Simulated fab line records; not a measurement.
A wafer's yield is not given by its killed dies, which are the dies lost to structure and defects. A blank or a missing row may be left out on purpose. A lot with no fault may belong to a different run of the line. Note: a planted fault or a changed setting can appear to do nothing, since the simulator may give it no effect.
Chamber matching -- flow gf180mcu -- GF_V1_CMP_04 on cmp-01: 4 sister chambers
The step polishes SiO2. 8 wafers are shown with their chamber, then 7 later ones without.

WAFERS PAIRED WITH THEIR CHAMBERS
wafer,chamber,motorCurrentA (A),timeToEndpointS (s)
L580.2,1,14.6,82
L581.5,0,12.5,88
L581.6,1,14.5,83
L582.2,0,12.2,77
L589.5,2,10.8,83
L589.6,3,11.5,80
L599.1,2,10.4,79
L599.3,3,12.0,79

WAFERS WITH NO CHAMBER GIVEN
wafer,motorCurrentA (A),timeToEndpointS (s)
L599.5,14.3,88
L601.1,11.8,87
L601.2,12.1,85
L601.6,10.4,85
L603.1,13.7,72
L603.2,11.5,73
L603.4,10.5,75

EACH ONE'S CHAMBER
wafer,from the rows above,in truth
L599.5,1,1
L601.1,can't be placed: 3 or 0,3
L601.2,can't be placed: 0 or 3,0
L601.6,2,2
L603.1,can't be placed: 1 or 0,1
L603.2,3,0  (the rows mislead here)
L603.4,2,2
Placed correctly: 3 of 7. These rows do not allow placing 3 (true chamber among the candidates in 3). Wrongly placed: 1.
How it was worked out, from the rows above alone: a wafer's distance from a chamber is the root of the sum, over the readings, of the square of ((its reading less the chamber's mean) divided by the reading's scatter). If the next closest chamber is less than 2 further off than the closest, the wafer can't be placed; otherwise it belongs to the closest. A chamber's mean is the mean of its shown wafers. The scatter is the square root of a quotient: the sum, over the shown wafers, of each reading's squared deviation from its chamber's mean, divided by wafers minus chambers.
